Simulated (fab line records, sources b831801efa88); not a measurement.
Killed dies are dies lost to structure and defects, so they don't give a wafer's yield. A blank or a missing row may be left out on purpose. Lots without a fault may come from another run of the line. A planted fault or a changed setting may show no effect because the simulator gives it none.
Split-lot experiment | flow gf180mcu | 5 lots, 27 wafers read, on a route of 602 steps

THE SPLIT
At GF_HV_LDD_DEVELOP_18 (develop time 60 s), the setting develop_time_s was moved away from the recipe's 60 s on 6 of the 27 wafers read, by +32.2% to +38.1%. The other wafers ran this setting at the recipe's value.

The file shows no step between the split and the reading.

THE READING
cd_nm, in nm, at GF_HV_LDD_CD_MEAS_19 (target cd 400 nm). Fault-free wafers of this fab line usually give 400.5 nm, standard deviation 2.2 nm.

wafer  | tool, chamber at the split | develop_time_s as run, s | against the recipe | cd_nm, nm | against lot-mates on the recipe
L075.1 | litho_track-03, 0          | 60                       | recipe             | 400.9     | -
L075.2 | litho_track-03, 0          | 60                       | recipe             | 401.5     | -
L075.3 | litho_track-03, 0          | 60                       | recipe             | 399.8     | -
L075.4 | litho_track-03, 0          | 60                       | recipe             | 402.9     | -
L075.5 | litho_track-03, 0          | 60                       | recipe             | 401.4     | -
L075.6 | litho_track-03, 0          | 60                       | recipe             | 403.7     | -
L076.2 | litho_track-03, 0          | 60                       | recipe             | 399.2     | -
L076.4 | litho_track-03, 0          | 60                       | recipe             | 397.8     | -
L076.6 | litho_track-03, 0          | 60                       | recipe             | 397.6     | -
L078.1 | litho_track-03, 0          | 60                       | recipe             | 399.5     | -
L078.2 | litho_track-03, 0          | 79.35                    | +32.2%             | 427.3     | +27.8
L078.3 | litho_track-03, 0          | 60                       | recipe             | 400.0     | -
L078.4 | litho_track-03, 0          | 79.35                    | +32.2%             | 426.4     | +26.9
L078.5 | litho_track-03, 0          | 79.35                    | +32.2%             | 425.8     | +26.3
L078.6 | litho_track-03, 0          | 60                       | recipe             | 399.0     | -
L082.1 | litho_track-01, 0          | 60                       | recipe             | 403.4     | -
L082.2 | litho_track-01, 0          | 82.84                    | +38.1%             | 430.0     | +28.3
L082.3 | litho_track-01, 0          | 82.84                    | +38.1%             | 432.9     | +31.2
L082.4 | litho_track-01, 0          | 60                       | recipe             | 399.5     | -
L082.5 | litho_track-01, 0          | 82.84                    | +38.1%             | 431.0     | +29.3
L082.6 | litho_track-01, 0          | 60                       | recipe             | 402.1     | -
L085.1 | litho_track-03, 0          | 60                       | recipe             | 401.1     | -
L085.2 | litho_track-03, 0          | 60                       | recipe             | 402.7     | -
L085.3 | litho_track-03, 0          | 60                       | recipe             | 401.3     | -
L085.4 | litho_track-03, 0          | 60                       | recipe             | 401.4     | -
L085.5 | litho_track-03, 0          | 60                       | recipe             | 400.8     | -
L085.6 | litho_track-03, 0          | 60                       | recipe             | 400.6     | -

THE FIT
A straight line over all 27 wafers: cd_nm changes by +0.8 nm for each +1% of develop_time_s; r = +0.99; the points scatter about the line by 1.6 nm.
The same after taking each lot's own level away (the mean of its wafers on the recipe; 27 wafers): +0.802 nm for each +1%; r = +1.00; scatter 1.2 nm.
On that fit, the largest move of develop_time_s shifts the reading by 31 nm.
The lots' own levels span 398.20 to 401.70 nm, that is 1.6 times the standard deviation above.
So the lot-to-lot level changes the slope little: the two slopes agree.
Check: with one of the wafers moved furthest among these (+38.1%) left out of the fit, the line predicts +31.1 nm for it against its lot-mates. It came out at +28.3 nm against them.

OTHER SPLITS ON THESE WAFERS
These wafers also went through other splits before the reading. Each is held against what the fit with the lots' levels taken away leaves over:
other split on the same wafers  | wafers away from the commonest value | r with cd_nm (lot level and that fit taken away)
GF_STI_CVD_03 time_s            | 21                                   | -0.25
GF_STI_ETCH_14 time_s           | 12                                   | +0.05
GF_DUAL_GATE_WET_ETCH_12 time_s | 21                                   | +0.01

THE FILE'S OWN FIT
cd_nm changes by +0.803 nm for each +1% of develop_time_s, r = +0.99.
